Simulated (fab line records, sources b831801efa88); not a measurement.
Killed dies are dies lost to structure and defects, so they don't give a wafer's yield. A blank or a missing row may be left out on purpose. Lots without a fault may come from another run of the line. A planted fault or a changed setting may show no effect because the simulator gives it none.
Which tool did it? | flow gf180mcu | 24 lots, 72 wafers sampled, at 3 steps of a route of 602

WHAT THE GAUGES READ, wafer by wafer
GF_V2_THK_MEAS_03.
lot  | measured     | on            | V2_CVD_02_THK (nm)
L074 | day 19 07:01 | film_metro-02 | 849 864 874
L075 | day 19 15:31 | film_metro-02 | 849 859 861
L076 | day 19 23:48 | film_metro-04 | 842 833 850
L078 | day 21 00:33 | film_metro-01 | 836 831 836
L077 | day 21 00:54 | film_metro-04 | 831 845 841
L079 | day 21 13:17 | film_metro-02 | 842 861 865
L080 | day 21 22:19 | film_metro-02 | 844 862 854
L081 | day 22 05:17 | film_metro-04 | 840 838 843
L082 | day 22 08:47 | film_metro-02 | 861 851 848
L083 | day 22 21:29 | film_metro-02 | 834 859 876
L084 | day 23 07:31 | film_metro-01 | 837 843 842
L085 | day 23 15:53 | film_metro-04 | 848 851 860
L086 | day 23 23:40 | film_metro-02 | 849 866 863
L087 | day 24 02:57 | film_metro-04 | 836 853 860
L088 | day 24 11:36 | film_metro-04 | 833 854 864
L089 | day 24 22:40 | film_metro-04 | 841 845 842
L090 | day 25 02:04 | film_metro-04 | 826 865 841
L091 | day 25 08:28 | film_metro-01 | 854 854 860
L092 | day 25 14:53 | film_metro-04 | 846 840 848
L093 | day 26 03:57 | film_metro-04 | 835 843 857
L094 | day 26 07:35 | film_metro-04 | 832 853 868
L095 | day 26 15:14 | film_metro-02 | 870 857 872
L096 | day 26 20:23 | film_metro-01 | 860 854 862
L097 | day 27 03:32 | film_metro-02 | 840 840 858

GF_V3_BOW_MEAS_05.
lot  | measured     | on            | V3_BOW (um)
L074 | day 21 11:59 | film_metro-04 | 125 117 129
L075 | day 21 18:55 | film_metro-04 | 118 128 116
L076 | day 22 03:33 | film_metro-01 | 124 114 120
L078 | day 23 01:57 | film_metro-01 | 110 107 111
L077 | day 23 02:52 | film_metro-04 | 108 125 111
L079 | day 23 14:10 | film_metro-01 | 109 115 108
L080 | day 23 23:47 | film_metro-03 | 134 129 111
L081 | day 24 06:26 | film_metro-04 | 120 119 132
L082 | day 24 10:19 | film_metro-04 | 124 114 135
L083 | day 24 21:30 | film_metro-03 | 123 116 120
L084 | day 25 07:11 | film_metro-03 | 119 116 116
L085 | day 25 15:29 | film_metro-01 | 109 108 112
L086 | day 25 21:53 | film_metro-03 | 127 105 116
L087 | day 26 01:50 | film_metro-03 | 112 118 110
L088 | day 26 10:36 | film_metro-03 | 111 114 109
L089 | day 26 20:25 | film_metro-03 | 99 113 117
L090 | day 27 00:42 | film_metro-04 | 138 132 134
L091 | day 27 05:14 | film_metro-04 | 118 106 114
L092 | day 27 13:11 | film_metro-03 | 125 123 128
L093 | day 27 23:31 | film_metro-04 | 117 108 124
L094 | day 28 04:56 | film_metro-03 | 118 121 115
L095 | day 28 11:19 | film_metro-03 | 126 128 119
L096 | day 28 16:46 | film_metro-01 | 98 96 113
L097 | day 28 22:35 | film_metro-03 | 120 112 109

GF_V3_CD_MEAS_14: target cd 260 nm.
lot  | measured     | on        | cd_nm (nm)
L074 | day 22 11:27 | cd_sem-02 | 260.5 260.0 259.5
L075 | day 22 18:59 | cd_sem-02 | 257.9 259.2 257.7
L076 | day 23 02:28 | cd_sem-02 | 256.9 257.5 258.9
L078 | day 24 00:06 | cd_sem-02 | 259.4 259.8 259.2
L077 | day 24 00:55 | cd_sem-02 | 259.5 261.5 260.4
L079 | day 24 12:20 | cd_sem-02 | 260.6 259.8 260.0
L080 | day 24 21:14 | cd_sem-01 | 259.1 258.2 259.6
L081 | day 25 04:10 | cd_sem-02 | 258.8 260.2 258.7
L082 | day 25 07:41 | cd_sem-02 | 260.0 258.9 259.7
L083 | day 25 18:46 | cd_sem-02 | 258.3 260.1 259.1
L084 | day 26 04:52 | cd_sem-02 | 260.2 260.1 261.0
L085 | day 26 12:39 | cd_sem-02 | 257.9 257.1 258.7
L086 | day 26 18:01 | cd_sem-02 | 260.4 261.6 260.7
L087 | day 26 22:30 | cd_sem-02 | 259.4 259.6 259.9
L088 | day 27 07:24 | cd_sem-02 | 261.1 260.3 262.2
L089 | day 27 16:44 | cd_sem-02 | 260.0 260.8 258.4
L090 | day 27 20:38 | cd_sem-01 | 259.9 260.3 260.0
L091 | day 28 01:25 | cd_sem-01 | 258.2 260.1 259.7
L092 | day 28 08:30 | cd_sem-02 | 259.9 260.5 260.6
L093 | day 28 19:11 | cd_sem-02 | 258.2 258.3 258.2
L094 | day 29 00:17 | cd_sem-01 | 260.3 262.2 259.4
L095 | day 29 06:05 | cd_sem-02 | 260.9 258.9 260.8
L096 | day 29 11:14 | cd_sem-02 | 260.0 258.9 259.0
L097 | day 29 17:32 | cd_sem-01 | 260.0 259.8 259.0

WHICH TOOL RAN EACH LOT (tool, then ch and the chambers of the sampled wafers, then the start)
The record holds no process step before these readings.

WHAT THE TOOLS THEMSELVES READ (means of the sampled wafers that have a number; where no wafer has one, the mark that the record gives instead)
The record holds no such reading with a usual standard deviation.

THE ANSWER, worked out from the rows above alone
Rule: what is usual is taken from the lots themselves. Put in order of their means at a reading, lots are off if they are a third of the lots or fewer, leave a main group of 4 or more, and stand apart from it by a gap of 3 or more times the standard deviation of the main group's means; of several such gaps the widest counts. A main group whose means are all the same, to the digits that the tables above print for the reading, isn't used. A lot without any number at a reading at which 4 lots or more have one is off too. The other lots that the step has rows for count as sound. The gauges are gone through in route order, then the tools' own readings, and for those a lot's mean is taken as printed above. The first step at which some lot is off is used, and at that step the reading that is off furthest; a lot without a number counts as furthest.
No lot is off at any reading shown: from this, nothing can be told.

WHAT THE SIMULATOR HAD PUT IN
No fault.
